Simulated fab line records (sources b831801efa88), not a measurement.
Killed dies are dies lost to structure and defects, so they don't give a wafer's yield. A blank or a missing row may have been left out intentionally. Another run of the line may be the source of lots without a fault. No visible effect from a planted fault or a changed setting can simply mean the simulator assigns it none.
Which of the tools did it? :: flow gf180mcu :: 14 lots with 42 wafers sampled at 4 steps, on a route of 602 steps

== WHAT THE GAUGES READ, wafer by wafer ==
GF_PSD_CD_MEAS_07: target cd 400 nm.
lot: L796
measured: day 14 16:08
on: cd sem-02
cd nm (nm): 398.2 399.8 398.3

lot: L797
measured: day 14 23:25
on: cd sem-02
cd nm (nm): 402.6 401.3 401.4

lot: L798
measured: day 15 10:25
on: cd sem-01
cd nm (nm): 401.8 401.9 403.0

lot: L799
measured: day 15 16:44
on: cd sem-02
cd nm (nm): 396.6 398.1 398.5

lot: L801
measured: day 16 07:13
on: cd sem-01
cd nm (nm): 402.2 402.4 402.7

lot: L802
measured: day 16 21:58
on: cd sem-01
cd nm (nm): 398.8 401.8 398.4

lot: L803
measured: day 17 02:05
on: cd sem-02
cd nm (nm): 403.8 401.3 402.5

lot: L805
measured: day 17 18:38
on: cd sem-02
cd nm (nm): 403.4 401.6 402.5

lot: L806
measured: day 18 06:21
on: cd sem-02
cd nm (nm): 395.7 397.4 396.3

lot: L807
measured: day 18 14:46
on: cd sem-01
cd nm (nm): 396.0 396.0 395.1

lot: L809
measured: day 19 08:40
on: cd sem-02
cd nm (nm): 396.1 399.4 396.4

lot: L815
measured: day 21 07:40
on: cd sem-02
cd nm (nm): 401.5 400.0 401.5

lot: L816
measured: day 21 15:32
on: cd sem-02
cd nm (nm): 401.8 400.9 396.6

lot: L817
measured: day 22 02:59
on: cd sem-01
cd nm (nm): 402.0 401.8 402.7

GF_SAB_CD_MEAS_09: target cd 420 nm.
lot: L796
measured: day 15 14:27
on: cd sem-01
cd nm (nm): 420.7 421.6 420.6

lot: L797
measured: day 15 20:17
on: cd sem-02
cd nm (nm): 424.1 420.0 422.6

lot: L798
measured: day 16 07:32
on: cd sem-02
cd nm (nm): 419.6 421.4 422.4

lot: L799
measured: day 16 16:00
on: cd sem-02
cd nm (nm): 427.4 423.3 423.7

lot: L801
measured: day 17 07:16
on: cd sem-01
cd nm (nm): 420.4 418.8 421.4

lot: L802
measured: day 17 21:59
on: cd sem-02
cd nm (nm): 418.4 418.5 418.7

lot: L803
measured: day 18 01:50
on: cd sem-02
cd nm (nm): 423.4 423.3 422.2

lot: L805
measured: day 18 18:44
on: cd sem-02
cd nm (nm): 418.8 418.8 418.3

lot: L806
measured: day 19 06:58
on: cd sem-01
cd nm (nm): 420.8 420.8 420.4

lot: L807
measured: day 19 15:38
on: cd sem-01
cd nm (nm): 423.4 423.5 423.6

lot: L809
measured: day 20 09:08
on: cd sem-01
cd nm (nm): 419.5 419.3 420.5

lot: L815
measured: day 22 07:26
on: cd sem-01
cd nm (nm): 420.1 418.9 419.5

lot: L816
measured: day 22 14:44
on: cd sem-02
cd nm (nm): 412.9 413.9 414.2

lot: L817
measured: day 23 03:06
on: cd sem-01
cd nm (nm): 410.9 409.6 409.6

== WHAT TOOL EACH LOT RAN ON (gives the tool, then ch and the chambers of the sampled wafers, and finally the start) ==
lot: L796
GF_SAB_CVD_00: pecvd-04 ch 0,1,2, day 14 16:55
GF_SAB_DEVELOP_08: litho track-04 ch 0, day 15 14:19

lot: L797
GF_SAB_CVD_00: pecvd-01 ch 1,2, day 15 00:16
GF_SAB_DEVELOP_08: litho track-04 ch 0, day 15 20:08

lot: L798
GF_SAB_CVD_00: pecvd-04 ch 1,2, day 15 11:13
GF_SAB_DEVELOP_08: litho track-01 ch 0, day 16 07:23

lot: L799
GF_SAB_CVD_00: pecvd-02 ch 0,1,2, day 15 17:34
GF_SAB_DEVELOP_08: litho track-01 ch 0, day 16 15:52

lot: L801
GF_SAB_CVD_00: pecvd-02 ch 0,2, day 16 08:01
GF_SAB_DEVELOP_08: litho track-04 ch 0, day 17 07:07

lot: L802
GF_SAB_CVD_00: pecvd-01 ch 0,2, day 16 22:53
GF_SAB_DEVELOP_08: litho track-01 ch 0, day 17 21:50

lot: L803
GF_SAB_CVD_00: pecvd-01 ch 0,2, day 17 02:54
GF_SAB_DEVELOP_08: litho track-03 ch 0, day 18 01:41

lot: L805
GF_SAB_CVD_00: pecvd-04 ch 0,1,2, day 17 19:28
GF_SAB_DEVELOP_08: litho track-01 ch 0, day 18 18:35

lot: L806
GF_SAB_CVD_00: pecvd-02 ch 1,2, day 18 07:09
GF_SAB_DEVELOP_08: litho track-01 ch 0, day 19 06:50

lot: L807
GF_SAB_CVD_00: pecvd-04 ch 0,1,2, day 18 15:37
GF_SAB_DEVELOP_08: litho track-04 ch 0, day 19 15:29

lot: L809
GF_SAB_CVD_00: pecvd-01 ch 0,2, day 19 09:31
GF_SAB_DEVELOP_08: litho track-04 ch 0, day 20 08:59

lot: L815
GF_SAB_CVD_00: pecvd-01 ch 1,2, day 21 08:30
GF_SAB_DEVELOP_08: litho track-04 ch 0, day 22 07:17

lot: L816
GF_SAB_CVD_00: pecvd-01 ch 0,1,2, day 21 16:22
GF_SAB_DEVELOP_08: litho track-01 ch 0, day 22 14:35

lot: L817
GF_SAB_CVD_00: pecvd-01 ch 0,1,2, day 22 03:49
GF_SAB_DEVELOP_08: litho track-01 ch 0, day 23 02:58
- GF_SAB_CVD_00: deposits SiO2 from TEOS, target thk 50 nm, time 4.9302 s.
- GF_SAB_DEVELOP_08: develop time 60 s.

== AS READ BY THE TOOLS THEMSELVES (means over the sampled wafers that have a number; for cases with no such wafer, the mark the record gives instead) ==
GF_SAB_CVD_00.
lot: L796
tool: pecvd-04
heater power outer w (W): 396
heater power w (W): 708

lot: L797
tool: pecvd-01
heater power outer w (W): 293
heater power w (W): 496

lot: L798
tool: pecvd-04
heater power outer w (W): 342
heater power w (W): 654

lot: L799
tool: pecvd-02
heater power outer w (W): 370
heater power w (W): 644

lot: L801
tool: pecvd-02
heater power outer w (W): 405
heater power w (W): 675

lot: L802
tool: pecvd-01
heater power outer w (W): 325
heater power w (W): 535

lot: L803
tool: pecvd-01
heater power outer w (W): 376
heater power w (W): 592

lot: L805
tool: pecvd-04
heater power outer w (W): 371
heater power w (W): 665

lot: L806
tool: pecvd-02
heater power outer w (W): 364
heater power w (W): 622

lot: L807
tool: pecvd-04
heater power outer w (W): 374
heater power w (W): 667

lot: L809
tool: pecvd-01
heater power outer w (W): 308
heater power w (W): 518

lot: L815
tool: pecvd-01
heater power outer w (W): 356
heater power w (W): 582

lot: L816
tool: pecvd-01
heater power outer w (W): 359
heater power w (W): 575

lot: L817
tool: pecvd-01
heater power outer w (W): 361
heater power w (W): 577

GF_SAB_DEVELOP_08.
lot: L796
tool: litho track-04
developer temp C (C): 23.11

lot: L797
tool: litho track-04
developer temp C (C): 22.98

lot: L798
tool: litho track-01
developer temp C (C): 23.09

lot: L799
tool: litho track-01
developer temp C (C): 23.02

lot: L801
tool: litho track-04
developer temp C (C): 23.08

lot: L802
tool: litho track-01
developer temp C (C): 22.91

lot: L803
tool: litho track-03
developer temp C (C): 23.07

lot: L805
tool: litho track-01
developer temp C (C): 23.12

lot: L806
tool: litho track-01
developer temp C (C): 23.10

lot: L807
tool: litho track-04
developer temp C (C): 23.04

lot: L809
tool: litho track-04
developer temp C (C): 22.90

lot: L815
tool: litho track-04
developer temp C (C): 23.15

lot: L816
tool: litho track-01
developer temp C (C): 20.70

lot: L817
tool: litho track-01
developer temp C (C): 20.60

== THE ANSWER, worked out from the rows above alone ==
Rule: what is usual is taken from the lots themselves. Put in order of their means at a reading, lots are off if they are a third of the lots or fewer, leave a main group of 4 or more, and stand apart from it by a gap of 3 or more times the standard deviation of the main group's means; of several such gaps the widest counts. A main group is skipped when, at the precision printed for the reading in the tables above, its means are all equal. A lot without any number at a reading at which 4 lots or more have one is off too. Any other lot the step has rows for is counted as sound. Order of review: gauges by route order, followed by the tools' own readings, for which a lot's mean as printed above is used. At the first step where some lot is off, the reading lying furthest off is the one used; lots without a number count as furthest.
Off at GF_SAB_DEVELOP_08 (developer temp C): L816, L817. The main group has a mean of 23.05 C with a standard deviation of 0.077.
A tool fits if, at that step or a process step before it, it ran every lot that is off, and no sound lot after the first of them. 2 tools fit, pecvd-01 at GF_SAB_CVD_00 and litho track-01 at GF_SAB_DEVELOP_08, so this cannot tell which one it is.

== WHAT THE SIMULATOR HAD INSERTED ==
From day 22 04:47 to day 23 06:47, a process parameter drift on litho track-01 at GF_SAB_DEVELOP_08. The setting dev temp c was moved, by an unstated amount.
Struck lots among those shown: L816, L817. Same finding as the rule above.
